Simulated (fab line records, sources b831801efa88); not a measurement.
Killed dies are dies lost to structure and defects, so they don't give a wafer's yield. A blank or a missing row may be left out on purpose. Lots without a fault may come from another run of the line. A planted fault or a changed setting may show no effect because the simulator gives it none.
Chamber matching | flow gf180mcu | GF_CONTACT_CMP_27 on cmp-01: 4 sister chambers
The step polishes, stops on SiO2, t overpolish 15 s, target thk 0 nm. 14 wafers are shown with their chamber, then 7 later ones without.

WAFERS WITH THEIR CHAMBER
wafer  | chamber | head_pressure_psi (psi) | slurry_filter_dp_kPa (kPa) | motor_current_A (A)
L785.4 | 1       | 3.502                   | 13.95                      | 10.1
L785.5 | 3       | 3.503                   | 13.46                      | 9.8
L785.6 | 0       | 3.500                   | 13.62                      | 10.3
L787.1 | 2       | 3.494                   | 13.51                      | 10.4
L787.2 | 3       | 3.505                   | 13.27                      | 9.9
L787.6 | 1       | 3.513                   | 13.63                      | 10.7
L789.2 | 2       | 3.499                   | 13.39                      | 9.9
L789.3 | 3       | 3.497                   | 13.23                      | 10.2
L789.6 | 1       | 3.500                   | 13.51                      | 10.1
L805.1 | 3       | 3.493                   | 13.58                      | 9.8
L805.3 | 1       | 3.503                   | 13.31                      | 10.2
L805.4 | 2       | 3.484                   | 13.27                      | 10.6
L806.2 | 0       | 3.501                   | 13.50                      | 9.5
L806.5 | 0       | 3.497                   | 13.62                      | 10.1

SIGNATURES (means of the wafers above)
reading              | chamber 0 | chamber 1 | chamber 2 | chamber 3 | scatter within a chamber
head_pressure_psi    | 3.49933   | 3.50450   | 3.49233   | 3.49950   | 0.00563
slurry_filter_dp_kPa | 13.5800   | 13.6000   | 13.3900   | 13.3850   | 0.183
motor_current_A      | 9.967     | 10.275    | 10.300    | 9.925     | 0.31
Rule: a wafer's distance from a chamber is the root of the sum, over the readings, of the square of ((its reading less the chamber's mean) divided by the reading's scatter). The wafer belongs to the nearest chamber; if the next one is less than 2 further off, it can't be placed. The scatter: the root of (the sum of the squares of (reading less its chamber's mean) over the shown wafers, divided by (wafers less chambers)).

WAFERS WITHOUT THEIR CHAMBER
wafer  | head_pressure_psi (psi) | slurry_filter_dp_kPa (kPa) | motor_current_A (A)
L806.6 | 3.487                   | 13.50                      | 11.2
L807.1 | 3.494                   | 13.29                      | 9.6
L807.4 | 3.505                   | 13.58                      | 10.3
L807.6 | 3.501                   | 13.70                      | 9.5
L808.4 | 3.490                   | 13.48                      | 9.4
L808.5 | 3.500                   | 13.53                      | 10.0
L808.6 | 3.500                   | 13.49                      | 9.6

WHICH CHAMBER EACH WENT THROUGH
wafer  | from the rows above               | in truth
L806.6 | can't be placed: 2 or 1 or 0 or 3 | 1
L807.1 | can't be placed: 3 or 0 or 2 or 1 | 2
L807.4 | can't be placed: 1 or 0 or 3      | 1
L807.6 | can't be placed: 0 or 3 or 1 or 2 | 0
L808.4 | can't be placed: 3 or 0 or 2 or 1 | 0
L808.5 | can't be placed: 0 or 3 or 1 or 2 | 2
L808.6 | can't be placed: 3 or 0 or 1 or 2 | 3
Placed correctly: 0 of 7. Can't be placed from these rows: 7 (the true chamber is among the candidates in 7). Placed wrongly: 0.
